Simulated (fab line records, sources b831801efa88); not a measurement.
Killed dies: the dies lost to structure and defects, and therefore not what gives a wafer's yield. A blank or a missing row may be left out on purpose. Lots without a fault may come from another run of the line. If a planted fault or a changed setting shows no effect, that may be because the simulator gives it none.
The tool behind it: which one? :: flow sky130 :: Sampling: 7 lots, 21 wafers, 2 of 708 route steps

== WHAT EACH GAUGE READ, for each wafer ==
SKY_VIA1_OVL_MEAS_13.
lot: L754
measured: day 34 05:32
on: overlay-01
VIA1_OVL (nm): -4 -8 -6

lot: L756
measured: day 35 03:10
on: overlay-02
VIA1_OVL (nm): -4 -2 -6

lot: L758
measured: day 35 18:54
on: overlay-02
VIA1_OVL (nm): 2 3 3

lot: L762
measured: day 37 07:34
on: overlay-02
VIA1_OVL (nm): -3 -2 2

lot: L770
measured: day 39 06:37
on: overlay-01
VIA1_OVL (nm): -1 3 -2

lot: L772
measured: day 40 01:15
on: overlay-02
VIA1_OVL (nm): 0 7 0

lot: L775
measured: day 40 21:13
on: overlay-02
VIA1_OVL (nm): 9 11 1

== EACH LOT AND THE TOOL THAT RAN IT (in order: tool; ch and the chambers of the sampled wafers; start) ==
lot: L754
SKY_VIA1_CMP_02: cmp-01 ch 0,1, day 33 02:22

lot: L756
SKY_VIA1_CMP_02: cmp-02 ch 0,1,2, day 34 00:17

lot: L758
SKY_VIA1_CMP_02: cmp-02 ch 0,3, day 34 15:53

lot: L762
SKY_VIA1_CMP_02: cmp-01 ch 0,1,2, day 36 05:07

lot: L770
SKY_VIA1_CMP_02: cmp-02 ch 0,1,3, day 38 05:07

lot: L772
SKY_VIA1_CMP_02: cmp-02 ch 1,2,3, day 38 22:59

lot: L775
SKY_VIA1_CMP_02: cmp-02 ch 1,2, day 39 19:50
- SKY_VIA1_CMP_02: polishes SiO2.

== THE ANSWER, worked out from the rows above alone ==
Rule: the usual values come from the lots themselves. Put in order of their means at a reading, lots are off if they are a third of the lots or fewer, leave a main group of 4 or more, and stand apart from it by a gap of 3 or more times the standard deviation of the main group's means; of several such gaps the widest counts. If all means in a main group match to the digits the tables above print for the reading, that group is not used. A lot without any number at a reading at which 4 lots or more have one is off too. All remaining lots with rows at the step are treated as sound.
No lot is off at any reading shown: from this, nothing can be told.

== WHAT WAS PUT IN BY THE SIMULATOR ==
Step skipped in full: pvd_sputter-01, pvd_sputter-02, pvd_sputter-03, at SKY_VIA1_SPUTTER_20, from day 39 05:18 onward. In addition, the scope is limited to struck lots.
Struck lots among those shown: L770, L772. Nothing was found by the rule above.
